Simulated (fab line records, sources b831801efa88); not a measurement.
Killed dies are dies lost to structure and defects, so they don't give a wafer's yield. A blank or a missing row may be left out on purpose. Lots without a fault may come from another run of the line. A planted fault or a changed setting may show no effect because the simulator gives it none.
Which tool did it? | flow sky130 | 13 lots, 39 wafers sampled, at 3 steps of a route of 708

WHAT THE GAUGES READ, wafer by wafer
SKY_CAP2M_RS_MEAS_03: measures by four-point-probe. Usual: CAP2M_TIN_RS 6.88 ohm/sq, standard deviation 0.064.
lot  | measured     | on            | CAP2M_TIN_RS (ohm/sq) | flag
L713 | day 40 19:11 | film_metro-04 | 6.92 6.93 6.82        |
L716 | day 41 15:35 | film_metro-02 | 6.91 6.89 6.91        |
L718 | day 42 03:30 | film_metro-03 | 6.95 6.89 6.86        |
L719 | day 42 13:56 | film_metro-04 | 6.89 6.95 6.96        |
L720 | day 42 15:40 | film_metro-02 | 6.84 6.81 6.84        |
L721 | day 43 00:50 | film_metro-02 | 6.82 6.82 6.76        |
L724 | day 43 18:10 | film_metro-03 | 6.99 6.97 7.00        |
L725 | day 44 01:55 | film_metro-03 | 6.94 6.79 6.89        |
L726 | day 44 10:47 | film_metro-04 | 6.90 6.90 6.91        |
L729 | day 45 01:16 | film_metro-04 | 6.84 6.80 6.92        |
L730 | day 45 03:07 | film_metro-04 | 6.92 6.94 6.90        |
L731 | day 45 09:37 | film_metro-03 | 6.96 6.83 6.91        |
L734 | day 46 03:05 | film_metro-03 | 6.92 6.90 6.97        |

WHICH TOOL RAN EACH LOT (tool, then ch and the chambers of the sampled wafers, then the start)
lot  | SKY_NWELL_STRIP_14                   | SKY_METAL4_SPUTTER_00
L713 | plasma_asher-03 ch 0,1, day 5 03:19  | pvd_sputter-02, day 40 18:50
L716 | plasma_asher-01 ch 0,1, day 5 23:43  | pvd_sputter-04, day 41 15:13
L718 | plasma_asher-02 ch 0,1, day 6 09:12  | pvd_sputter-02, day 42 03:08
L719 | plasma_asher-01 ch 0,1, day 6 14:45  | pvd_sputter-04, day 42 13:34
L720 | plasma_asher-01 ch 0,1, day 6 17:57  | pvd_sputter-02, day 42 15:19
L721 | plasma_asher-02 ch 0,1, day 6 22:45  | pvd_sputter-03, day 43 00:30
L724 | plasma_asher-01 ch 0,1, day 7 18:21  | pvd_sputter-04, day 43 17:48
L725 | plasma_asher-01 ch 0,1, day 7 23:57  | pvd_sputter-02, day 44 01:34
L726 | plasma_asher-03 ch 0,1, day 8 03:51  | pvd_sputter-04, day 44 10:25
L729 | plasma_asher-03 ch 0,1, day 9 00:40  | pvd_sputter-02, day 45 00:55
L730 | plasma_asher-02 ch 0,1, day 9 03:27  | pvd_sputter-03, day 45 02:44
L731 | plasma_asher-03 ch 0,1, day 9 10:55  | pvd_sputter-04, day 45 09:17
L734 | plasma_asher-01 ch 0,1, day 10 03:29 | pvd_sputter-04, day 46 02:41
- SKY_NWELL_STRIP_14: strips in O2/N2.
- SKY_METAL4_SPUTTER_00: material Ti, target thk 15 nm, time 10 s.

WHAT THE TOOLS THEMSELVES READ (means of the sampled wafers that have a number; where no wafer has one, the mark that the record gives instead)
SKY_NWELL_STRIP_14. Usual: drypump_motor_current_A 5.7 A, standard deviation 0.5; oes_product_au 0.723 a.u., standard deviation 0.0044; strip_time_to_endpoint_s 36.93 s, standard deviation 0.088.
lot  | tool            | drypump_motor_current_A (A) | oes_product_au (a.u.) | strip_time_to_endpoint_s (s) | flag
L713 | plasma_asher-03 | 5.3                         | 0.725                 | 37.01                        |
L716 | plasma_asher-01 | 6.1                         | 0.722                 | 36.91                        |
L718 | plasma_asher-02 | 5.9                         | 0.720                 | 36.94                        |
L719 | plasma_asher-01 | 5.7                         | 0.723                 | 36.91                        |
L720 | plasma_asher-01 | 5.7                         | 0.719                 | 36.89                        |
L721 | plasma_asher-02 | 5.6                         | 0.726                 | 36.94                        |
L724 | plasma_asher-01 | 6.1                         | 0.724                 | 36.92                        |
L725 | plasma_asher-01 | 5.7                         | 0.721                 | 37.02                        |
L726 | plasma_asher-03 | 5.3                         | 0.724                 | 36.84                        |
L729 | plasma_asher-03 | 5.5                         | 0.722                 | 36.93                        |
L730 | plasma_asher-02 | 5.6                         | 0.723                 | 37.00                        |
L731 | plasma_asher-03 | 5.4                         | 0.720                 | 36.93                        |
L734 | plasma_asher-01 | 6.1                         | 0.724                 | 36.88                        |

SKY_METAL4_SPUTTER_00. Usual: throttle_valve_pct 29.9 %, standard deviation 0.91.
lot  | tool           | throttle_valve_pct (%) | flag
L713 | pvd_sputter-02 | 29.7                   |
L716 | pvd_sputter-04 | 30.6                   |
L718 | pvd_sputter-02 | 29.7                   |
L719 | pvd_sputter-04 | 30.1                   |
L720 | pvd_sputter-02 | 29.7                   |
L721 | pvd_sputter-03 | 29.7                   |
L724 | pvd_sputter-04 | 30.3                   |
L725 | pvd_sputter-02 | 30.0                   |
L726 | pvd_sputter-04 | 30.1                   |
L729 | pvd_sputter-02 | 29.2                   |
L730 | pvd_sputter-03 | 29.2                   |
L731 | pvd_sputter-04 | 29.9                   |
L734 | pvd_sputter-04 | 29.5                   |

THE ANSWER, worked out from the rows above alone
Rule: a lot is off if the mean of its wafers that have a number lies more than 3 standard deviations from the usual mean. A lot without any number at a reading at which 4 lots or more have one is off too. The other lots that the step has rows for count as sound. The gauges are gone through in route order, then the tools' own readings, and for those a lot's mean is taken as printed above. The first step at which some lot is off is used, and at that step the reading that is off furthest; a lot without a number counts as furthest.
No lot is off at any reading shown: from this, nothing can be told.

WHAT THE SIMULATOR HAD PUT IN
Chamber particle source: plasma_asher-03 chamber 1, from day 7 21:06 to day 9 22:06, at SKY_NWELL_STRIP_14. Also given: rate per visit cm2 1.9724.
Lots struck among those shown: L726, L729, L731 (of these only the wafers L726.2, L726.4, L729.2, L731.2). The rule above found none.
